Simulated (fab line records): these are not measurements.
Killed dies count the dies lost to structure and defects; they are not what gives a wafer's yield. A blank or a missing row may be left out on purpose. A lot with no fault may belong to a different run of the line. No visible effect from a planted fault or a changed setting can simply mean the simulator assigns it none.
Which tool did it? -- flow gf180mcu -- Sampling: 11 lots, 33 wafers, 2 of 602 route steps

WHAT THE GAUGES SHOWED, per wafer
GF_M1_CD_MEAS_14 targets a cd of 230 nm. Usual: 229.8 nm for cdNm, sd 1.1.
lot,measured,on,cdNm (nm),flag
L269,day 18 07:13,cdSem-01,229.5 230.6 229.6,
L271,day 19 00:43,cdSem-02,231.0 229.5 229.6,
L272,day 19 21:44,cdSem-01,227.7 228.1 227.5,
L274,day 20 06:52,cdSem-01,227.5 228.6 228.8,
L275,day 20 13:49,cdSem-01,214.4 212.4 214.0,OFF
L277,day 21 07:40,cdSem-01,217.6 217.1 218.6,OFF
L278,day 21 14:17,cdSem-01,216.9 216.1 216.0,OFF
L279,day 22 04:08,cdSem-02,227.6 227.8 228.5,
L285,day 23 20:13,cdSem-01,229.2 229.7 230.5,
L287,day 24 16:50,cdSem-01,230.5 230.9 231.4,
L288,day 24 23:18,cdSem-01,229.9 229.0 230.5,

WHICH TOOL RAN EACH LOT (tool, then ch and the chambers of the sampled wafers, then the start)
lot,GF_M1_PEB_12
L269,"lithoTrack-01 ch 0, day 18 06:52"
L271,"lithoTrack-04 ch 0, day 19 00:22"
L272,"lithoTrack-02 ch 0, day 19 21:23"
L274,"lithoTrack-02 ch 0, day 20 06:31"
L275,"lithoTrack-02 ch 0, day 20 13:28"
L277,"lithoTrack-02 ch 0, day 21 07:19"
L278,"lithoTrack-02 ch 0, day 21 13:57"
L279,"lithoTrack-04 ch 0, day 22 03:48"
L285,"lithoTrack-01 ch 0, day 23 19:52"
L287,"lithoTrack-04 ch 0, day 24 16:29"
L288,"lithoTrack-02 ch 0, day 24 22:58"
- GF_M1_PEB_12: peb time 90 s.

AS READ BY THE TOOLS THEMSELVES (means over the sampled wafers that have a number; for cases with no such wafer, the mark the record gives instead)
GF_M1_PEB_12. Usual: heaterPowerTotalW 85.70 W, standard deviation 0.082; plateTempC 134.99 C, standard deviation 0.14.
lot,tool,heaterPowerTotalW (W),plateTempC (C),flag
L269,lithoTrack-01,85.79,134.91,
L271,lithoTrack-04,85.72,134.99,
L272,lithoTrack-02,85.66,135.05,
L274,lithoTrack-02,85.71,135.13,
L275,lithoTrack-02,92.67,143.36,OFF
L277,lithoTrack-02,92.53,143.28,OFF
L278,lithoTrack-02,92.63,143.22,OFF
L279,lithoTrack-04,85.68,134.83,
L285,lithoTrack-01,85.72,134.94,
L287,lithoTrack-04,85.65,134.98,
L288,lithoTrack-02,85.72,134.99,

THE ANSWER, worked out from the rows above alone
Rule: a lot counts as off when the mean over its wafers that have a number is more than 3 standard deviations away from the usual mean. Also off: a lot with no number at a reading for which 4 or more lots have one. The other lots that the step has rows for count as sound. First the gauges in route order, then the tools' own readings, where a lot's mean is used as printed above. The first step at which some lot is off is used, and at that step the reading that is off furthest; a lot without a number counts as furthest.
Off: L275, L277, L278, at GF_M1_CD_MEAS_14 (cdNm).
A tool fits if, at a process step before that reading, it ran every lot that is off, and no sound lot after the first of them. The gauges at GF_M1_CD_MEAS_14 aren't tried: what is off there is off at GF_M1_PEB_12 too, on other tools, and a gauge's error can't cause that. No candidate that was tried fits.

WHAT HAD BEEN PUT IN BY THE SIMULATOR
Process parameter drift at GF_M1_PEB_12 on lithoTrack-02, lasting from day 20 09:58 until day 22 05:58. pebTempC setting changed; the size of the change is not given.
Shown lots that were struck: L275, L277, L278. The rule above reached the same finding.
